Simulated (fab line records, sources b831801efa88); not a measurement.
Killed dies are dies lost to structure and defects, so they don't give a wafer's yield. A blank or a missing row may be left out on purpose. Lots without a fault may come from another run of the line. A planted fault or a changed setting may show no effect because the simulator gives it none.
fab line records | flow gf180mcu | part 2 of 2: steps 28 to 39 of 39
record lots=5 wafers=15 last_day=33
route steps=602 shown HV_LDD@209 NSD@235
lots that met no fault: from a run of the same line without faults
start_h: hours from the record's first day to the start of the lot's first wafer shown | wait_h: hours since the lot's step before | " the same as in the row above | L1.1+2: a row that stands for several wafers | - no value, or no start given | * or withheld: withheld | < > ~ a bound
route shown NAME@n: a module of which the file shows steps, and the number in the route of the first | usual: mean/standard deviation of fault-free wafers | same: alike in all rows | chamber/n: place in a boat | sites: the reading at each site | _std_site: their standard deviation | _edge_site: outer sites' mean less inner sites' | radius_mm: how far each site lies from the wafer's centre | mask NAME#n: copy n | behind: the tool/chamber that last shaped the wafer | hold: why the lot was held/for how many hours/how that ended | device: the transistor (n, p or np) that didn't switch | end of line: the same wafers' tests at the end of the route | a step without rows: its recipe alone | killed: dies lost to structure and defects at the first sort, not the wafer's yield | map: a wafer's dies, x killed, . not, _ none there
set.NAME: the setting as run; set.NAME@STEP: as run at that earlier step | model.NAME: the simulator's own value behind a step, which no gauge read
lots at some steps of the route; a table a step, a row a wafer
services: from which hour (start_h, from the record's first day; less than 0 if before it) a tool's chamber was out of use, for how many hours, and why
## steps
# step GF_NSD_HMDS_01
# recipe prime_time_s=60 prime_temp_c=120
# columns lot.wafer tool chamber start_h wait_h
L076.1+2+5 litho_track-01 0 299.03 0.1
L078.1+3+6 litho_track-04 0 328.00 0.1
L080.1+2+6 litho_track-02 0 346.48 0.1
L089.2+4+6 litho_track-04 0 409.67 0.1
L091.1+2+6 litho_track-01 0 429.68 0.1
# step GF_NSD_COAT_02
# recipe resist=NOVOLAK spin_rpm=3000 resist_thk_nm=1000
# columns lot.wafer tool chamber start_h wait_h
L076.1+2+5 litho_track-01 0 299.18 0.1
L078.1+3+6 litho_track-04 0 328.15 0.1
L080.1+2+6 litho_track-02 0 346.63 0.1
L089.2+4+6 litho_track-04 0 409.82 0.1
L091.1+2+6 litho_track-01 0 429.83 0.1
# step GF_NSD_SOFTBAKE_03
# recipe temp_c=90 time_s=60 resist=NOVOLAK
# columns lot.wafer tool chamber start_h wait_h
L076.1+2+5 litho_track-01 0 299.33 0.1
L078.1+3+6 litho_track-04 0 328.30 0.1
L080.1+2+6 litho_track-02 0 346.78 0.1
L089.2+4+6 litho_track-04 0 409.97 0.1
L091.1+2+6 litho_track-01 0 429.98 0.1
# step GF_NSD_EXPOSE_04
# recipe mask_id=Nplus target_cd_nm=400 na=0.6 source_shape=conventional sigma_outer=0.6 dose_mj=140
# usual stage_vel_mm_s=499.99/0.24
# columns lot.wafer tool chamber start_h wait_h mask stage_vel_mm_s
L076.1 iline_stepper-01 0 - - Nplus#0 500.02
L076.2 " 0 " " Nplus#0 499.67
L076.5 " 0 " " Nplus#0 499.81
L078.1 iline_stepper-01 0 - - Nplus#0 499.90
L078.3 " 0 " " Nplus#0 499.92
L078.6 " 0 " " Nplus#0 499.53
L080.1 iline_stepper-01 0 - - Nplus#0 499.87
L080.2 " 0 " " Nplus#0 499.97
L080.6 " 0 " " Nplus#0 499.57
L089.2 iline_stepper-02 0 - - Nplus#0 499.96
L089.4 " 0 " " Nplus#0 500.40
L089.6 " 0 " " Nplus#0 499.87
L091.1 iline_stepper-02 0 - - Nplus#0 500.25
L091.2 " 0 " " Nplus#0 500.06
L091.6 " 0 " " Nplus#0 499.62
# step GF_NSD_PEB_05
# recipe temp_c=withheld time_s=* resist=NOVOLAK
# columns lot.wafer tool chamber start_h wait_h
L076.1+2+5 litho_track-04 0 - -
L078.1+3+6 litho_track-04 0 - -
L080.1+2+6 litho_track-01 0 - -
L089.2+4+6 litho_track-02 0 - -
L091.1+2+6 litho_track-04 0 - -
# step GF_NSD_DEVELOP_06
# recipe develop_time_s=60 dev_temp_c=23
# same develop_time_s=60
# columns lot.wafer tool chamber start_h wait_h
L076.1+2+5 litho_track-04 0 309.75 0.1
L078.1+3+6 litho_track-04 0 338.70 0.1
L080.1+2+6 litho_track-01 0 358.08 0.1
L089.2+4+6 litho_track-02 0 422.45 0.1
L091.1+2+6 litho_track-04 0 441.60 0.1
# step GF_NSD_CD_MEAS_07
# recipe target_cd_nm=400
# usual cd_nm=400.3/2.1
# columns lot.wafer tool chamber start_h wait_h cd_nm
L076.1 cd_sem-02 - 309.90 0.1 397.0
L076.2 " - " " 396.9
L076.5 " - " " 398.5
L078.1 cd_sem-01 - 338.85 0.1 401.6
L078.3 " - " " 401.4
L078.6 " - " " 400.4
L080.1 cd_sem-01 - 358.23 0.1 398.4
L080.2 " - " " 398.3
L080.6 " - " " 400.0
L089.2 cd_sem-01 - 422.60 0.1 400.1
L089.4 " - " " 396.7
L089.6 " - " " 398.6
L091.1 cd_sem-01 - 441.75 0.1 401.2
L091.2 " - " " 401.9
L091.6 " - " " 398.2
# step GF_NSD_OVL_MEAS_08
# usual NSD_OVL=0.3/1.3
# columns lot.wafer tool chamber start_h wait_h NSD_OVL[nm]
L076.1 overlay-01 - 310.02 0.1 0.0
L076.2 " - " " 0.3
L076.5 " - " " -2.1
L078.1 overlay-01 - 338.97 0.1 -0.9
L078.3 " - " " -0.7
L078.6 " - " " -0.1
L080.1 overlay-01 - 358.35 0.1 -0.1
L080.2 " - " " 0.2
L080.6 " - " " 0.7
L089.2 overlay-01 - 422.71 0.1 0.8
L089.4 " - " " -1.2
L089.6 " - " " -1.3
L091.1 overlay-02 - 441.87 0.1 2.0
L091.2 " - " " 2.6
L091.6 " - " " 0.9
# step GF_NSD_IMPLANT_09
# recipe species=As energy_kev=60 dose_cm2=4e+15 tilt_deg=7
# usual tilt_deg=7.001/0.021
# columns lot.wafer tool chamber start_h wait_h tilt_deg
L076.1 implanter-04 0 310.05 0.0 6.994
L076.2 " 0 " " 6.973
L076.5 " 0 " " 7.014
L078.1 implanter-04 0 339.00 0.0 7.026
L078.3 " 0 " " 7.022
L078.6 " 0 " " 7.005
L080.1 implanter-04 0 358.38 0.0 7.004
L080.2 " 0 " " 6.970
L080.6 " 0 " " 6.967
L089.2 implanter-04 0 422.76 0.0 6.976
L089.4 " 0 " " 7.007
L089.6 " 0 " " 6.979
L091.1 implanter-04 0 441.90 0.0 7.016
L091.2 " 0 " " 7.003
L091.6 " 0 " " 7.012
# step GF_NSD_IMPLANT_10
# recipe species=P energy_kev=40 dose_cm2=5e+14 tilt_deg=7
# usual tilt_deg=6.998/0.021
# columns lot.wafer tool chamber start_h wait_h tilt_deg
L076.1 implanter-04 0 310.20 0.1 6.997
L076.2 " 0 " " 7.013
L076.5 " 0 " " 6.990
L078.1 implanter-04 0 339.15 0.1 6.981
L078.3 " 0 " " 6.996
L078.6 " 0 " " 6.987
L080.1 implanter-04 0 358.53 0.1 7.024
L080.2 " 0 " " 7.027
L080.6 " 0 " " 6.973
L089.2 implanter-04 0 422.91 0.1 6.996
L089.4 " 0 " " 6.976
L089.6 " 0 " " 7.005
L091.1 implanter-04 0 442.05 0.1 6.970
L091.2 " 0 " " 6.989
L091.6 " 0 " " 6.981
# step GF_NSD_STRIP_11
# recipe chemistry=O2/N2 power_w=1400 pressure_mtorr=1500 platen_temp_c=250 o2_flow_sccm=3000 n2_flow_sccm=300 overash_fraction=0.5
# usual drypump_motor_current_A=5.6/0.52 heater_power_w=323/13 oes_product_au=0.487/0.0048 strip_time_to_endpoint_s=22.97/0.041
# columns lot.wafer tool chamber start_h wait_h drypump_motor_current_A heater_power_w oes_product_au rf_hours_counter_h strip_time_to_endpoint_s
L076.1 plasma_asher-04 0 310.35 0.1 6.2 336 0.484 52 22.97
L076.2 " 1 " " 4.8 315 0.478 52 22.93
L076.5 " 1 " " 4.8 322 0.491 - 22.97
L078.1 plasma_asher-02 0 339.30 0.1 5.2 325 0.489 24 23.00
L078.3 " 0 " " 5.2 328 0.493 - 23.01
L078.6 " 1 " " 5.9 301 0.483 - 22.98
L080.1 plasma_asher-04 1 358.68 0.1 4.8 316 0.490 56 22.99
L080.2 " 0 " " 6.2 338 0.492 56 22.98
L080.6 " 1 " " 4.8 320 0.482 - 22.98
L089.2 plasma_asher-02 1 423.04 0.1 5.9 311 0.492 32 23.04
L089.4 " 1 " " 5.9 306 0.487 - 22.97
L089.6 " 0 " " 5.2 333 0.486 - 22.99
L091.1 plasma_asher-02 1 442.20 0.1 5.9 305 0.486 35 22.96
L091.2 " 0 " " 5.2 331 0.478 35 22.90
L091.6 " 0 " " 5.2 329 0.486 - 22.91
# step GF_NSD_TW_MEAS_12
# usual NSD_TW=4254/58
# columns lot.wafer tool chamber start_h wait_h NSD_TW
L076.1 film_metro-01 - 310.45 0.1 4290
L076.2 " - " " 4301
L076.5 " - " " 4291
L078.1 film_metro-02 - 339.40 0.1 4181
L078.3 " - " " 4191
L078.6 " - " " 4174
L080.1 film_metro-03 - 358.78 0.1 4240
L080.2 " - " " 4249
L080.6 " - " " 4247
L089.2 film_metro-03 - 423.15 0.1 4285
L089.4 " - " " 4277
L089.6 " - " " 4255
L091.1 film_metro-01 - 442.30 0.1 4296
L091.2 " - " " 4297
L091.6 " - " " 4275
## services
# columns tool chamber start_h hours kind
iline_stepper-02 - 242.45 4.4 repair
implanter-04 - 242.50 4.5 repair
plasma_asher-01 - 256.53 1.6 repair
iline_stepper-02 - 258.01 4.4 pm
plasma_asher-04 - 259.08 8.9 repair
plasma_asher-01 - 268.68 0.6 repair
iline_stepper-01 - 271.93 1.7 pm
rie_diel-03 - 277.97 2.8 pm
wet_bench-01 - 281.71 1.9 pm
plasma_asher-01 - 293.53 2.8 pm
rie_diel-01 3 293.86 4.4 repair
plasma_asher-02 - 301.96 2.8 pm
wet_bench-04 - 308.77 4.4 pm
plasma_asher-04 - 334.20 3.0 repair
rie_diel-01 - 338.09 2.8 pm
implanter-01 - 344.42 115.7 pm
iline_stepper-02 - 375.24 28.9 pm
implanter-02 - 383.99 6.1 repair
plasma_asher-02 - 399.65 2.5 repair
iline_stepper-02 - 404.13 1.7 pm
plasma_asher-01 - 421.34 9.0 pm
iline_stepper-01 - 422.09 5.5 repair
plasma_asher-01 - 423.25 1.6 repair
plasma_asher-03 - 441.67 1.2 repair
